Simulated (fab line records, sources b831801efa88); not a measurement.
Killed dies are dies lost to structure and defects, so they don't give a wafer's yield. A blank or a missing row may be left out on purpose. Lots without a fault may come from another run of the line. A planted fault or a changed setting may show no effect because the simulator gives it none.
fab line records | flow sfq_line
record lots=6 wafers=18 last_day=97
route steps=325 shown M1@62 I1@73 M2@88 I2@103 M8@325
lots that met no fault: from a run of the same line without faults
start_h: hours from the record's first day to the start of the lot's first wafer shown | wait_h: hours since the lot's step before | " the same as in the row above | L1.1+2: a row that stands for several wafers | - no value, or no start given | * or withheld: withheld | < > ~ a bound
route shown NAME@n: a module of which the file shows steps, and the number in the route of the first | usual: mean/standard deviation of fault-free wafers | same: alike in all rows | chamber/n: place in a boat | sites: the reading at each site | _std_site: their standard deviation | _edge_site: outer sites' mean less inner sites' | radius_mm: how far each site lies from the wafer's centre | mask NAME#n: copy n | behind: the tool/chamber that last shaped the wafer | hold: why the lot was held/for how many hours/how that ended | device: the transistor (n, p or np) that didn't switch | end of line: the same wafers' tests at the end of the route | a step without rows: its recipe alone | killed: dies lost to structure and defects at the first sort, not the wafer's yield | map: a wafer's dies, x killed, . not, _ none there
set.NAME: the setting as run; set.NAME@STEP: as run at that earlier step | model.NAME: the simulator's own value behind a step, which no gauge read
lots at some steps of the route; a table a step, a row a wafer
services: from which hour (start_h, from the record's first day; less than 0 if before it) a tool's chamber was out of use, for how many hours, and why
## steps
# step SFQ_TRILAYER_M1_LITHO_COAT_044
# recipe resist=BARC spin_rpm=3000 resist_thk_nm=62
# step SFQ_TRILAYER_M1_LITHO_COAT_039
# recipe resist=KrF spin_rpm=3000 resist_thk_nm=600
# step SFQ_TRILAYER_M1_LITHO_SOFTBAKE_043
# recipe temp_c=withheld time_s=withheld resist=KrF
# step SFQ_TRILAYER_M1_LITHO_EXPOSE_040
# recipe mask_id=M1 na=0.6 source_shape=conventional sigma_outer=0.65 target_cd_nm=500 dose_mj=14.4
# step SFQ_TRILAYER_M1_LITHO_PEB_042
# recipe peb_temp_c=115 peb_time_s=60 resist=KrF
# step SFQ_TRILAYER_M1_LITHO_DEVELOP_041
# recipe time_s=60 resist=KrF
# step SFQ_M1_OVL_MEAS_911
# usual M1_OVL=3/6.6
# columns lot.wafer tool chamber start_h wait_h M1_OVL[nm]
L344.2 overlay-01 - 673.14 0.1 13
L344.3 " - " " 1
L344.6 " - " " 13
L347.1 overlay-02 - 709.13 0.1 -1
L347.2 " - " " 4
L347.6 " - " " 2
L352.1 overlay-01 - 755.34 0.1 4
L352.2 " - " " 21
L352.6 " - " " 17
L353.2 overlay-02 - 780.31 0.1 0
L353.4 " - " " -3
L353.5 " - " " -4
L360.1 overlay-01 - 831.07 0.1 -8
L360.5 " - " " -11
L360.6 " - " " 3
L362.2 overlay-02 - 845.42 0.1 12
L362.3 " - " " 3
L362.5 " - " " -1
# step SFQ_TRILAYER_M1_BARC_OPEN_METAL_ETCH_054
# recipe mask_material=PR chemistry=O2 target_depth_nm=125 target=BARC icp_w=600 bias_w=80 pressure_mtorr=10 time_s=41.7
# usual drypump_motor_current_A=5.6/0.46 oes_product_au=0.685/0.0046
# columns lot.wafer tool chamber start_h wait_h drypump_motor_current_A oes_product_au rf_hours_counter_h
L344.2 rie_metal-03 0 673.17 0.0 5.5 0.679 3
L344.3 " 1 " " 4.8 0.688 -
L344.6 " 0 " " 5.6 0.678 -
L347.1 rie_metal-03 0 709.17 0.0 5.5 0.688 7
L347.2 " 1 " " 4.9 0.680 67
L347.6 " 0 " " 5.5 0.689 -
L352.1 rie_metal-04 1 755.37 0.0 6.2 0.691 42
L352.2 " 0 " " 5.5 0.692 124
L352.6 " 0 " " 5.6 0.678 -
L353.2 rie_metal-04 1 780.34 0.0 6.2 0.679 46
L353.4 " 1 " " 6.2 0.685 -
L353.5 " 1 " " 6.2 0.691 -
L360.1 rie_metal-04 1 831.11 0.0 6.2 0.683 55
L360.5 " 1 " " 6.2 0.683 -
L360.6 " 1 " " 6.2 0.681 -
L362.2 rie_metal-03 1 845.45 0.0 4.9 0.684 85
L362.3 " 0 " " 5.6 0.677 -
L362.5 " 0 " " 5.6 0.683 -
# step SFQ_TRILAYER_M1_ETCH_METAL_ETCH_042
# recipe target=Nb stop_on=SiO2 mask_material=PR chemistry=Cl2/Ar target_depth_nm=240 icp_w=609.6 bias_w=80 pressure_mtorr=10 time_s=120
# step SFQ_TRILAYER_M1_STRIP_STRIP_043
# recipe gas=O2 power_w=200 platen_temp_c=40 overash_fraction=0.65 chemistry=O2 pressure_mtorr=50
# usual drypump_motor_current_A=5.6/0.46 oes_product_au=1.002/0.0088
# columns lot.wafer tool chamber start_h wait_h drypump_motor_current_A oes_product_au rf_hours_counter_h
L344.2 rie_metal-03 0 673.35 0.1 5.6 1.008 4
L344.3 " 1 " " 4.8 0.994 -
L344.6 " 0 " " 5.5 1.014 -
L347.1 rie_metal-03 0 709.35 0.1 5.6 1.004 8
L347.2 " 1 " " 4.8 1.001 67
L347.6 " 0 " " 5.6 1.015 -
L352.1 rie_metal-04 1 755.56 0.1 6.2 1.000 42
L352.2 " 0 " " 5.6 1.034 124
L352.6 " 0 " " 5.5 1.015 -
L353.2 rie_metal-04 1 780.53 0.1 6.2 1.010 46
L353.4 " 1 " " 6.2 0.995 -
L353.5 " 1 " " 6.2 1.003 -
L360.1 rie_metal-04 1 831.48 0.2 6.2 1.008 55
L360.5 " 1 " " 6.2 1.011 -
L360.6 " 1 " " 6.2 1.006 -
L362.2 rie_metal-03 1 845.64 0.1 4.8 0.994 86
L362.3 " 0 " " 5.6 0.990 -
L362.5 " 0 " " 5.5 0.997 -
# step SFQ_TRILAYER_M1_STRIP_SOLV_CLEAN_044
# recipe chemistry=NMP temp_c=70 time_s=600
# step SFQ_TRILAYER_I1_DEP_PECVD_045
# recipe material=SiO2 temp_c=150 time_s=111.11 pressure_torr=2.4 rf_w=183.3 precursor=SiH4/N2O target_thk_nm=500
# step SFQ_TRILAYER_I1_CMP_CMP_046
# recipe material=SiO2 down_force_psi=3 platen_rpm=60 pad_velocity_m_s=0.94248
# usual head_pressure_psi=2.999/0.0066 motor_current_A=10.5/1 time_to_endpoint_s=219/7.3
# columns lot.wafer tool chamber start_h wait_h head_pressure_psi motor_current_A time_to_endpoint_s model.SiO2_of_TRILAYER_I1_DEP_PECVD_045.thk_nm
L344.3 cmp-01 3 674.22 0.0 3.001 9.6 219 200.2
L344.2 " 0 " " 3.001 10.2 219 199.2
L344.6 " 0 676.72 2.5 2.999 10.0 227 200.5
L347.1 cmp-01 0 710.70 0.5 3.004 9.7 218 202.4
L347.2 " 1 " " 2.998 10.0 220 201.5
L347.6 " 3 712.20 2.0 3.004 9.5 218 199.1
L352.1 cmp-01 3 759.09 2.7 2.997 9.7 217 201.4
L352.2 " 0 " " 3.002 9.7 257 151.4
L352.6 " 2 760.59 4.2 3.003 12.3 223 199.2
L353.4 cmp-01 0 784.99 3.6 2.991 10.0 264 151.2
L353.2 " 1 " " 3.006 10.6 223 202.9
L353.5 " 2 " " 3.019 12.0 220 200.3
L360.1 cmp-02 0 834.45 1.6 2.989 8.9 204 201.5
L360.5 " 2 835.45 2.5 3.000 10.3 218 199.8
L360.6 " 3 " " 3.004 12.1 212 199.3
L362.3 cmp-01 3 846.53 0.0 2.990 9.5 204 197.9
L362.2 " 1 847.53 1.0 2.996 10.0 211 199.7
L362.5 " 3 848.53 2.0 2.999 9.6 215 199
# step SFQ_I1_BOW_MEAS_912
# recipe mode=bow
# usual I1_BOW=3/8.3
# columns lot.wafer tool chamber start_h wait_h I1_BOW[um]
L344.2 film_metro-04 - 677.24 2.0 -4
L344.3 " - " " -1
L344.6 " - " " 2
L347.1 film_metro-04 - 713.20 2.0 9
L347.2 " - " " 13
L347.6 " - " " 22
L352.1 film_metro-04 - 761.09 1.5 3
L352.2 " - " " -8
L352.6 " - " " -4
L353.2 film_metro-04 - 787.01 1.0 16
L353.4 " - " " 3
L353.5 " - " " 10
L360.1 film_metro-01 - 836.45 1.5 -5
L360.5 " - " " -8
L360.6 " - " " -5
L362.2 film_metro-04 - 849.55 1.5 4
L362.3 " - " " 9
L362.5 " - " " 14
# step SFQ_TRILAYER_I1_METRO_MEASURE_047
# usual thk_nm=200.2/1
# columns lot.wafer tool chamber start_h wait_h thk_nm
L344.2 film_metro-04 - 677.54 0.3 199.4
L344.3 " - " " 200.4
L344.6 " - " " 200.6
L347.1 film_metro-04 - 713.32 0.1 202.4
L347.2 " - " " 201.6
L347.6 " - " " 199.0
L352.1 film_metro-04 - 761.21 0.1 201.5
L352.2 " - " " 151.5
L352.6 " - " " 199.3
L353.2 film_metro-04 - 787.31 0.3 202.9
L353.4 " - " " 151.3
L353.5 " - " " 200.3
L360.1 film_metro-01 - 836.57 0.1 201.9
L360.5 " - " " 199.7
L360.6 " - " " 199.3
L362.2 film_metro-04 - 849.85 0.3 199.8
L362.3 " - " " 197.9
L362.5 " - " " 199.0
# step SFQ_TRILAYER_I1_VIA_LITHO_COAT_054
# recipe resist=BARC spin_rpm=3000 resist_thk_nm=62
# step SFQ_TRILAYER_I1_VIA_LITHO_COAT_049
# recipe resist=KrF spin_rpm=3000 resist_thk_nm=650
# step SFQ_TRILAYER_I1_VIA_LITHO_SOFTBAKE_053
# recipe temp_c=withheld time_s=withheld resist=KrF
# step SFQ_TRILAYER_I1_VIA_LITHO_EXPOSE_050
# recipe mask_id=I1 na=0.6 source_shape=conventional sigma_outer=0.65 target_cd_nm=500 dose_mj=21.3
# step SFQ_TRILAYER_I1_VIA_LITHO_PEB_052
# recipe peb_temp_c=115 peb_time_s=60 resist=KrF
# step SFQ_TRILAYER_I1_VIA_LITHO_DEVELOP_051
# recipe time_s=60 resist=KrF
# step SFQ_I1_OVL_MEAS_913
# usual I1_OVL=-1/4.8
# columns lot.wafer tool chamber start_h wait_h I1_OVL[nm]
L344.2 overlay-02 - 835.88 0.1 -6
L344.3 " - " " 6
L344.6 " - " " -3
L347.1 overlay-01 - 873.02 0.1 2
L347.2 " - " " 4
L347.6 " - " " 3
L352.1 overlay-01 - 916.34 0.1 5
L352.2 " - " " 3
L352.6 " - " " 5
L353.2 overlay-02 - 936.75 0.1 -8
L353.4 " - " " -4
L353.5 " - " " 0
L360.1 overlay-01 - 987.84 0.1 7
L360.5 " - " " -2
L360.6 " - " " 0
L362.2 overlay-02 - 1004.38 0.1 -4
L362.3 " - " " -10
L362.5 " - " " -2
# step SFQ_TRILAYER_I1_VIA_BARC_OPEN_VIA_ETCH_071
# recipe mask_material=PR chemistry=O2 target_depth_nm=125 target=BARC source_w=500 bias_w=80 pressure_mtorr=30 time_s=41.7
# usual drypump_motor_current_A=5.9/0.51 oes_product_au=0.685/0.0044
# columns lot.wafer tool chamber start_h wait_h drypump_motor_current_A oes_product_au rf_hours_counter_h
L344.2 rie_diel-02 3 835.91 0.0 5.3 0.689 13
L344.3 " 0 " " 6.0 0.689 5
L344.6 " 3 " " 5.3 0.680 -
L347.1 rie_diel-02 3 873.05 0.0 5.3 0.686 13
L347.2 " 2 " " 5.7 0.687 2
L347.6 " 2 " " 5.7 0.683 -
L352.1 rie_diel-01 2 916.38 0.0 5.6 0.682 3
L352.2 " 1 " " 6.2 0.687 3
L352.6 " 0 " " 6.3 0.688 -
L353.2 rie_diel-03 3 936.78 0.0 4.8 0.684 7
L353.4 " 2 " " 6.4 0.686 9
L353.5 " 3 " " 4.8 0.690 -
L360.1 rie_diel-02 2 987.88 0.0 5.8 0.690 4
L360.5 " 0 " " 6.0 0.675 -
L360.6 " 1 " " 6.7 0.683 -
L362.2 rie_diel-01 2 1004.41 0.0 5.6 0.688 4
L362.3 " 0 " " 6.3 0.682 17
L362.5 " 2 " " 5.6 0.688 -
# step SFQ_TRILAYER_I1_VIA_ETCH_VIA_ETCH_052
# recipe target=SiO2 stop_on=Nb mask_material=PR taper_deg=20 chemistry=CHF3 target_depth_nm=260 source_w=500 bias_w=81.53 pressure_mtorr=30 time_s=withheld
# usual drypump_motor_current_A=5.9/0.51 oes_product_au=0.855/0.0049
# columns lot.wafer tool chamber start_h wait_h drypump_motor_current_A oes_product_au model.I1.feature_depth_nm model.etch.depth_nm
L344.2 rie_diel-02 3 835.95 0.0 5.3 0.851 199.4 199.2
L344.3 " 0 " " 6.0 0.855 200.4 200.2
L344.6 " 3 " " 5.3 0.854 200.7 200.5
L347.1 rie_diel-02 3 873.09 0.0 5.3 0.862 202.6 202.4
L347.2 " 2 " " 5.7 0.855 201.7 201.5
L347.6 " 2 " " 5.7 0.848 199.3 199.1
L352.1 rie_diel-01 2 916.42 0.0 5.6 0.860 201.6 201.4
L352.2 " 1 " " 6.2 0.739 151.6 151.4
L352.6 " 0 " " 6.3 0.854 199.4 199.2
L353.2 rie_diel-03 3 936.82 0.0 4.8 0.857 203.1 202.9
L353.4 " 2 " " 6.4 0.736 151.4 151.2
L353.5 " 3 " " 4.8 0.851 200.5 200.3
L360.1 rie_diel-02 2 987.92 0.0 5.7 0.863 201.7 201.5
L360.5 " 0 " " 6.0 0.848 199.9 199.8
L360.6 " 1 " " 6.7 0.850 199.5 199.3
L362.2 rie_diel-01 2 1004.45 0.0 5.6 0.858 199.9 199.7
L362.3 " 0 " " 6.3 0.846 198.1 197.9
L362.5 " 2 " " 5.6 0.852 199.2 199
# step SFQ_TRILAYER_I1_VIA_STRIP_STRIP_053
# recipe gas=O2 power_w=200 platen_temp_c=40 overash_fraction=0.65 chemistry=O2 pressure_mtorr=50
# step SFQ_TRILAYER_I1_VIA_STRIP_SOLV_CLEAN_054
# recipe chemistry=NMP temp_c=70 time_s=600
# step SFQ_TRILAYER_M2_DEP_PRE_CLEAN_056
# recipe gas=Ar time_s=22.5 bias_v=250
# columns lot.wafer tool chamber start_h wait_h model.SiO2_of_TRILAYER_I1_DEP_PECVD_045.thk_nm
L344.2 pvd_sputter-03 - 836.85 0.0 191.7
L344.3 " - " " 192.7
L344.6 " - " " 193
L347.1 pvd_sputter-03 - 873.98 0.0 194.9
L347.2 " - " " 194
L347.6 " - " " 191.6
L352.1 pvd_sputter-04 - 917.31 0.0 193.9
L352.2 " - " " 143.9
L352.6 " - " " 191.7
L353.2 pvd_sputter-04 - 937.71 0.0 195.4
L353.4 " - " " 143.7
L353.5 " - " " 192.8
L360.1 pvd_sputter-06 - 988.80 0.0 194
L360.5 " - " " 192.3
L360.6 " - " " 191.8
L362.2 pvd_sputter-04 - 1005.94 0.0 192.2
L362.3 " - " " 190.4
L362.5 " - " " 191.5
# step SFQ_TRILAYER_M2_DEP_SPUTTER_055
# recipe material=Nb base_pressure_pa=1.33e-06 chamber_pressure_pa=0.1333 substrate_temp_c=20 resputter_cathode_voltage_v=400 target_thk_nm=200 power_w=2000 time_s=133.3
# step SFQ_M2_RS_MEAS_914
# recipe thk_meas_gauge=four-point-probe reads=Nb_of_TRILAYER_M2_DEP_SPUTTER_055
# usual M2_NB_RS=0.893/0.0071
# columns lot.wafer tool chamber start_h wait_h M2_NB_RS[ohm/sq]
L344.2 film_metro-04 - 836.99 0.1 0.885
L344.3 " - " " 0.890
L344.6 " - " " 0.887
L347.1 film_metro-02 - 874.10 0.0 0.907
L347.2 " - " " 0.905
L347.6 " - " " 0.900
L352.1 film_metro-04 - 917.43 0.0 0.906
L352.2 " - " " 0.896
L352.6 " - " " 0.902
L353.2 film_metro-02 - 937.85 0.1 0.896
L353.4 " - " " 0.899
L353.5 " - " " 0.900
L360.1 film_metro-01 - 988.92 0.0 0.899
L360.5 " - " " 0.910
L360.6 " - " " 0.907
L362.2 film_metro-02 - 1006.08 0.1 0.893
L362.3 " - " " 0.894
L362.5 " - " " 0.903
# step SFQ_TRILAYER_M2_LITHO_COAT_062
# recipe resist=BARC spin_rpm=3000 resist_thk_nm=62
# step SFQ_TRILAYER_M2_LITHO_COAT_057
# recipe resist=KrF spin_rpm=3000 resist_thk_nm=600
# step SFQ_TRILAYER_M2_LITHO_SOFTBAKE_061
# recipe temp_c=withheld time_s=withheld resist=KrF
# step SFQ_TRILAYER_M2_LITHO_EXPOSE_058
# recipe mask_id=M2 na=0.6 source_shape=conventional sigma_outer=0.65 target_cd_nm=500 dose_mj=14.4
# step SFQ_TRILAYER_M2_LITHO_PEB_060
# recipe peb_temp_c=115 peb_time_s=60 resist=KrF
# step SFQ_TRILAYER_M2_LITHO_DEVELOP_059
# recipe time_s=60 resist=KrF
# step SFQ_M2_OVL_MEAS_916
# usual M2_OVL=0/6.2
# columns lot.wafer tool chamber start_h wait_h M2_OVL[nm]
L344.2 overlay-02 - 986.65 0.1 0
L344.3 " - " " 5
L344.6 " - " " 5
L347.1 overlay-02 - 1027.17 0.1 -7
L347.2 " - " " 3
L347.6 " - " " 3
L352.1 overlay-02 - 1071.31 0.1 -9
L352.2 " - " " -4
L352.6 " - " " -3
L353.2 overlay-02 - 1096.01 0.1 -7
L353.4 " - " " -9
L353.5 " - " " -5
L360.1 overlay-02 - 1141.30 0.1 -7
L360.5 " - " " -4
L360.6 " - " " 8
L362.2 overlay-02 - 1158.10 0.1 3
L362.3 " - " " 0
L362.5 " - " " 8
# step SFQ_TRILAYER_M2_BARC_OPEN_METAL_ETCH_077
# recipe mask_material=PR chemistry=O2 target_depth_nm=125 target=BARC icp_w=600 bias_w=80 pressure_mtorr=10 time_s=41.7
# step SFQ_TRILAYER_M2_ETCH_METAL_ETCH_060
# recipe target=Nb stop_on=SiO2 mask_material=PR chemistry=Cl2/Ar target_depth_nm=240 icp_w=600 bias_w=80 pressure_mtorr=10 time_s=120
# usual drypump_motor_current_A=5.7/0.5 oes_product_au=0.892/0.0067
# columns lot.wafer tool chamber start_h wait_h drypump_motor_current_A oes_product_au rf_hours_counter_h
L344.2 rie_metal-02 1 986.84 0.1 6.3 0.901 -
L344.3 " 1 " " 6.3 0.895 -
L344.6 " 1 " " 6.3 0.897 -
L347.1 rie_metal-04 0 1027.27 0.0 5.5 0.888 26
L347.2 " 1 " " 6.2 0.887 82
L347.6 " 1 " " 6.2 0.887 -
L352.1 rie_metal-04 0 1071.41 0.0 5.6 0.878 32
L352.2 " 1 " " 6.2 0.907 88
L352.6 " 1 " " 6.2 0.879 -
L353.2 rie_metal-02 1 1096.10 0.0 6.3 0.885 125
L353.4 " 1 " " 6.3 0.886 -
L353.5 " 0 " " 6.1 0.894 -
L360.1 rie_metal-04 1 1141.39 0.0 6.2 0.892 98
L360.5 " 0 " " 5.6 0.888 -
L360.6 " 1 " " 6.2 0.883 -
L362.2 rie_metal-04 1 1158.19 0.0 6.2 0.899 101
L362.3 " 0 " " 5.6 0.893 -
L362.5 " 0 " " 5.6 0.893 -
# step SFQ_TRILAYER_M2_STRIP_STRIP_061
# recipe gas=O2 power_w=200 platen_temp_c=40 overash_fraction=0.65 chemistry=O2 pressure_mtorr=50
# usual drypump_motor_current_A=5.7/0.5 oes_product_au=1.002/0.0078
# columns lot.wafer tool chamber start_h wait_h drypump_motor_current_A oes_product_au rf_hours_counter_h
L344.2 rie_metal-02 1 987.25 0.4 6.3 1.000 -
L344.3 " 1 " " 6.3 1.003 -
L344.6 " 1 " " 6.3 1.004 -
L347.1 rie_metal-04 0 1027.39 0.1 5.6 1.004 26
L347.2 " 1 " " 6.2 0.989 82
L347.6 " 1 " " 6.2 0.995 -
L352.1 rie_metal-04 0 1071.54 0.1 5.5 0.994 32
L352.2 " 1 " " 6.2 1.002 89
L352.6 " 1 " " 6.2 1.003 -
L353.2 rie_metal-02 1 1096.23 0.1 6.3 0.994 125
L353.4 " 1 " " 6.3 0.997 -
L353.5 " 0 " " 6.0 0.996 -
L360.1 rie_metal-04 1 1141.52 0.1 6.2 0.996 98
L360.5 " 0 " " 5.6 1.004 -
L360.6 " 1 " " 6.2 0.995 -
L362.2 rie_metal-04 1 1158.32 0.1 6.2 1.001 101
L362.3 " 0 " " 5.6 1.009 -
L362.5 " 0 " " 5.5 1.010 -
# step SFQ_TRILAYER_M2_STRIP_SOLV_CLEAN_062
# recipe chemistry=NMP temp_c=70 time_s=600
# step SFQ_TRILAYER_I2_DEP_PECVD_063
# recipe material=SiO2 temp_c=150 time_s=111.11 pressure_torr=2.4 rf_w=183.3 precursor=SiH4/N2O target_thk_nm=500
# step SFQ_M8_BOW_MEAS_951
# recipe mode=bow
# usual M8_BOW=9/12
# columns lot.wafer tool chamber start_h wait_h M8_BOW[um] model.etest.i1.link_ohm
L344.2 film_metro-03 - 2176.53 0.0 2 1.936
L344.3 " - " " 3 1.946
L344.6 " - " " 7 1.943
L347.1 film_metro-02 - 2199.77 0.0 14 1.99
L347.2 " - " " 19 1.978
L347.6 " - " " 29 1.976
L352.1 film_metro-02 - 2221.45 0.0 2 1.993
L352.2 " - " " -9 1.936
L352.6 " - " " -6 1.99
L353.2 film_metro-03 - 2250.60 0.0 35 1.979
L353.4 " - " " 22 1.935
L353.5 " - " " 30 1.992
L360.1 film_metro-02 - 2325.56 0.0 -10 1.954
L360.5 " - " " -13 1.96
L360.6 " - " " -9 1.968
L362.2 film_metro-03 - 2330.38 0.0 8 1.955
L362.3 " - " " 16 1.951
L362.5 " - " " 21 1.96
## services
# columns tool chamber start_h hours kind
cmp-01 - 649.17 2.6 repair
film_metro-04 - 657.57 4.9 pm
rie_diel-02 - 661.80 0.8 repair
rie_diel-02 - 672.60 4.2 repair
film_metro-04 - 690.52 0.5 pm
rie_diel-02 0 692.17 3.9 repair
rie_metal-04 - 702.65 0.9 repair
cmp-01 - 714.89 1.1 repair
cmp-01 - 725.81 2.1 repair
rie_metal-04 - 731.14 1.0 repair
cmp-01 - 754.27 3.8 repair
film_metro-04 - 781.01 1.6 pm
rie_metal-04 1 789.71 1.1 repair
rie_metal-04 - 795.78 0.7 repair
rie_metal-03 - 818.88 1.5 repair
rie_diel-02 - 849.97 3.4 repair
rie_diel-02 1 869.37 3.8 repair
film_metro-04 - 902.57 1.2 pm
cmp-01 - 918.02 4.0 pm
film_metro-04 - 935.52 0.5 pm
cmp-01 - 944.23 8.9 pm
cmp-01 - 966.33 1.7 repair
rie_diel-02 - 1094.48 15.6 pm
rie_diel-02 2 1127.11 11.0 repair
## key
first_sign step=SFQ_TRILAYER_I1_CMP_CMP_046 reading=time_to_endpoint_s direction=up sigmas=5.7 usual=* struck=*
effect step=SFQ_TRILAYER_I1_METRO_MEASURE_047 reading=thk_nm direction=down sigmas=48 usual=200.2 struck=151.4
effect step=SFQ_TRILAYER_I1_VIA_ETCH_VIA_ETCH_052 reading=oes_product_au direction=down sigmas=24 usual=0.855 struck=0.738
model_effect step=SFQ_TRILAYER_I1_CMP_CMP_046 value=SiO2_of_TRILAYER_I1_DEP_PECVD_045.thk_nm without=201.3 struck=151.3
model_effect step=SFQ_TRILAYER_I1_VIA_ETCH_VIA_ETCH_052 value=I1.feature_depth_nm without=201.5 struck=151.5
model_effect step=SFQ_TRILAYER_M2_DEP_PRE_CLEAN_056 value=SiO2_of_TRILAYER_I1_DEP_PECVD_045.thk_nm without=193.8 struck=143.8
model_effect step=SFQ_M8_BOW_MEAS_951 value=etest.i1.link_ohm without=1.983 struck=1.936
met_at SFQ_TRILAYER_I1_CMP_CMP_046
struck_wafers L352.2,L353.4
onset_between 710.70 759.09
fault kind=process_parameter_drift tool=cmp-01 chamber=0 onset_h=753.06 steps=SFQ_TRILAYER_I1_CMP_CMP_046 channel=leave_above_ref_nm offset=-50 shape=step end_h=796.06 acts_in=these_recipes_only stated=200
